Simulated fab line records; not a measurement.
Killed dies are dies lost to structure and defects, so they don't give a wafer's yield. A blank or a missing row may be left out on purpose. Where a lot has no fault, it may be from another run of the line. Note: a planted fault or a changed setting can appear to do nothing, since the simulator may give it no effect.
The tool behind it: which one? -- flow gf180mcu -- Sampling: 12 lots, 36 wafers, 3 of 602 route steps

== WHAT EACH GAUGE READ, for each wafer ==
GF_MIM_THK_MEAS_06.
lot,measured,on,MIM_CVD_05_THK (nm)
L203,day 24 16:57,filmMetro-01,41.3 41.1 41.9
L204,day 25 02:29,filmMetro-04,41.2 41.8 41.7
L205,day 25 11:58,filmMetro-02,42.1 42.7 42.7
L206,day 25 15:37,filmMetro-01,41.4 41.2 41.9
L207,day 26 03:34,filmMetro-04,41.9 42.4 41.8
L212,day 28 00:40,filmMetro-02,41.3 42.0 42.0
L217,day 29 11:35,filmMetro-04,42.2 42.0 42.3
L219,day 30 00:43,filmMetro-04,41.7 41.0 41.8
L220,day 30 04:58,filmMetro-02,41.9 42.9 42.2
L223,day 31 00:56,filmMetro-01,41.8 41.9 41.9
L224,day 31 04:26,filmMetro-02,41.7 42.1 42.7
L225,day 31 07:40,filmMetro-04,42.7 42.2 42.3

== TOOL THAT RAN EACH LOT (tool first, then ch and the chambers of the sampled wafers, then the start) ==
lot,GF_V2_SPUTTER_21,GF_V4_ETCH_16
L203,"pvdSputter-03, day 20 13:40","rieDiel-02 ch 1,3, day 24 15:20"
L204,"pvdSputter-01, day 21 00:45","rieDiel-03 ch 0,2,3, day 25 00:51"
L205,"pvdSputter-03, day 21 11:10","rieDiel-01 ch 1,2, day 25 10:06"
L206,"pvdSputter-01, day 21 14:34","rieDiel-02 ch 1,2,3, day 25 13:59"
L207,"pvdSputter-03, day 22 04:36","rieDiel-01 ch 2,3, day 26 01:56"
L212,"pvdSputter-01, day 24 05:54","rieDiel-02 ch 1,2,3, day 27 22:59"
L217,"pvdSputter-02, day 25 20:54","rieDiel-02 ch 2,3, day 29 09:57"
L219,"pvdSputter-02, day 26 10:48","rieDiel-03 ch 0,2,3, day 29 22:47"
L220,"pvdSputter-02, day 26 16:47","rieDiel-03 ch 1,2,3, day 30 03:13"
L223,"pvdSputter-02, day 27 14:36","rieDiel-01 ch 1,3, day 30 23:16"
L224,"pvdSputter-02, day 27 18:47","rieDiel-01 ch 0,1,2, day 31 02:22"
L225,"pvdSputter-03, day 27 20:49","rieDiel-03 ch 1,2, day 31 06:00"
- GF_V2_SPUTTER_21: material Ti, target thk 15 nm, time 80.02 s.
- GF_V4_ETCH_16: etches BARC in N2/H2.

== AS READ BY THE TOOLS THEMSELVES (means over the sampled wafers that have a number; for cases with no such wafer, the mark the record gives instead) ==
GF_V2_SPUTTER_21.
lot,tool,throttleValvePct (%)
L203,pvdSputter-03,30.2
L204,pvdSputter-01,29.2
L205,pvdSputter-03,29.7
L206,pvdSputter-01,28.5
L207,pvdSputter-03,30.3
L212,pvdSputter-01,29.4
L217,pvdSputter-02,29.2
L219,pvdSputter-02,29.2
L220,pvdSputter-02,29.7
L223,pvdSputter-02,29.5
L224,pvdSputter-02,29.5
L225,pvdSputter-03,29.5

GF_V4_ETCH_16.
lot,tool,biasW (W),drypumpMotorCurrentA (A),oesProductAu (a.u.),throttleValvePct (%)
L203,rieDiel-02,99.99,5.4,0.856,13.225
L204,rieDiel-03,100.04,5.3,0.856,13.232
L205,rieDiel-01,99.84,6.0,0.856,13.227
L206,rieDiel-02,99.82,5.9,0.853,13.219
L207,rieDiel-01,100.05,6.1,0.854,13.234
L212,rieDiel-02,97.00,5.9,0.851,13.222
L217,rieDiel-02,93.88,6.2,0.858,13.216
L219,rieDiel-03,100.40,5.3,0.858,13.223
L220,rieDiel-03,100.11,5.3,0.855,13.217
L223,rieDiel-01,99.92,5.6,0.860,13.226
L224,rieDiel-01,100.24,5.7,0.854,13.221
L225,rieDiel-03,99.65,5.4,0.856,13.232

== THE ANSWER, worked out from the rows above alone ==
Rule: what is usual is taken from the lots themselves. Put in order of their means at a reading, lots are off if they are a third of the lots or fewer, leave a main group of 4 or more, and stand apart from it by a gap of 3 or more times the standard deviation of the main group's means; of several such gaps the widest counts. Not used: any main group whose means are identical at the precision the tables above print for the reading. A lot without any number at a reading at which 4 lots or more have one is off too. The other lots that the step has rows for count as sound. First the gauges in route order, then the tools' own readings, where a lot's mean is used as printed above. The first step at which some lot is off is used, and at that step the reading that is off furthest; a lot without a number counts as furthest.
Off: L212, L217 (GF_V4_ETCH_16, biasW). Main group: mean 100.01 W, sd 0.21.
A tool fits if, at that step or a process step before it, it ran every lot that is off, and no sound lot after the first of them. One fits: GF_V4_ETCH_16 on rieDiel-02. A fault onset in the window from L206 (day 25 13:59, its last sound lot) to L212 (day 27 22:59, its first lot off) fits.
On the lots that are off, the tool's own readings at GF_V4_ETCH_16 differ by more than 5 times the standard deviation of the sound lots' means, which bears it out; biasW reads 95.44 W there versus 100.01 W on the sound lots.

== WHAT HAD BEEN PUT IN BY THE SIMULATOR ==
rieDiel-02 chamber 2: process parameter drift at GF_V4_ETCH_16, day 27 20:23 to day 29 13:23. Setting biasW, moved by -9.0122, from 100. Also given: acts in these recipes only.
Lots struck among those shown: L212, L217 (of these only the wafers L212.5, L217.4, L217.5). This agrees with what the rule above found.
